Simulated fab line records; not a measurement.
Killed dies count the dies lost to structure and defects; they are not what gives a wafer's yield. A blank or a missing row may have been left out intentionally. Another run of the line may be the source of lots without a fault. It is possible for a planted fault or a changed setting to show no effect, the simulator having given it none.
A struck lot beside a sound one :: flow sfq line :: 13 out of 325 route steps
Sound: these wafers, L253.3, L253.5, L253.6. Struck: wafers L259.3, L259.6 (left out: L259.4, a lot-mate that was not struck); the cause follows at the end.
Per side, at each step with rows, come the tool, then ch with its chambers, and then its first start. Under that, the readings that differ: sound wafers :: struck wafers :: difference of the means :: sigmas: that difference in standard deviations of wafers without a fault.
alike: a reading whose means differ by less than 2 such deviations, as well as words and numbers matching on both sides. not compared: withheld readings; readings where some wafer has no value; bounds like >300 that might hide an equal value; numbers whose values overlap and for which the record gives no deviation.
A row with sigmas, a row that says differs or no value, or rows on one side alone: a step with any of these is where the two part. When numbers do not overlap yet have no deviation, they are printed without sigmas and do not part them. A reading missing from all wafers of one side parts the sides only when that side holds two or more wafers.

first, 1 step without rows for these wafers: SFQ_TRILAYER_M1_DEP_PRE_CLEAN_038 (time 22.5 s).
SFQ_TRILAYER_M1_DEP_SPUTTER_037: material Nb, target thk 200 nm, time 133.3 s.
  sound: pvd sputter-05 at day 22 17:05; struck: pvd sputter-05 at day 26 03:51
reading: throttle valve pct (%)
sound: 29.5 29.7 29.8
struck: 31.6 31.8
difference: +2.0
sigmas: +3
  alike: base pressure pa
SFQ_M1_RS_MEAS_909: measures by four-point-probe.
  sound: film metro-03 at day 22 17:13; struck: film metro-03 at day 26 03:59
  alike: M1_NB_RS
then, 6 steps without rows for these wafers: SFQ_TRILAYER_M1_LITHO_COAT_044 (resist thk 62 nm); SFQ_TRILAYER_M1_LITHO_COAT_039 (resist thk 600 nm); SFQ_TRILAYER_M1_LITHO_SOFTBAKE_043; SFQ_TRILAYER_M1_LITHO_EXPOSE_040 (exposes mask M1, target cd 500 nm); SFQ_TRILAYER_M1_LITHO_PEB_042 (peb time 60 s); SFQ_TRILAYER_M1_LITHO_DEVELOP_041 (time 60 s).
-- the record jumps here: 5 days lie between the struck wafers' starts before and after --
SFQ_M1_OVL_MEAS_911:
  sound: overlay-02 at day 28 14:35; struck: overlay-02 at day 31 06:22
  alike: M1_OVL
SFQ_TRILAYER_M1_BARC_OPEN_METAL_ETCH_054: etches BARC in O2, target depth 125 nm, time 41.7 s.
  sound on rie metal-02 ch 0,1, day 28 14:38; struck on rie metal-02 ch 1, day 31 06:25
  alike: drypump motor current A, oes product au, run length s
  not compared: rf hours counter h
SFQ_TRILAYER_M1_ETCH_METAL_ETCH_042: etches Nb in Cl2/Ar, stops on SiO2, target depth 240 nm, time 120 s.
  sound on rie metal-02 ch 0,1, day 28 14:43; struck on rie metal-02 ch 1, day 31 06:29
reading: oes product au (a.u.)
sound: 0.891 0.888 0.888
struck: 0.828 0.836
difference: -0.057
sigmas: -8

reading: run length s (s)
sound: 148.5 148.1 147.8
struck: 164.0 164.2
difference: +16.0
sigmas: +35

reading: model.KrF_of_TRILAYER_M1_LITHO_COAT_039.thk nm (nm)
sound: 381.3 383 383.8
struck: 362.7 363.7
difference: -19.5
sigmas: 

reading: model.SiO2_of_TRILAYER_I0_DEP_PECVD_027.thk nm (nm)
sound: 193.1 193.8 193.5
struck: 190.7 190.9
difference: -2.7
sigmas: 

reading: model.M1.feature depth nm (nm)
sound: 198.9 198.2 198.8
struck: 201.9 202.9
difference: +3.8
sigmas: 
  alike: drypump motor current A
  not compared: rf hours counter h
SFQ_TRILAYER_M1_STRIP_STRIP_043: strips in O2.
  sound on rie metal-02 ch 0,1, day 28 15:00; struck on rie metal-02 ch 1, day 31 06:47
  alike: drypump motor current A, oes product au
  not compared: rf hours counter h

== WHERE THEY PART ==
First at SFQ_TRILAYER_M1_DEP_SPUTTER_037; last, within this record, at SFQ_TRILAYER_M1_ETCH_METAL_ETCH_042. Later steps at which nothing parts them and some readings are alike: SFQ_TRILAYER_M1_STRIP_STRIP_043.

WHY: what the simulator had put in
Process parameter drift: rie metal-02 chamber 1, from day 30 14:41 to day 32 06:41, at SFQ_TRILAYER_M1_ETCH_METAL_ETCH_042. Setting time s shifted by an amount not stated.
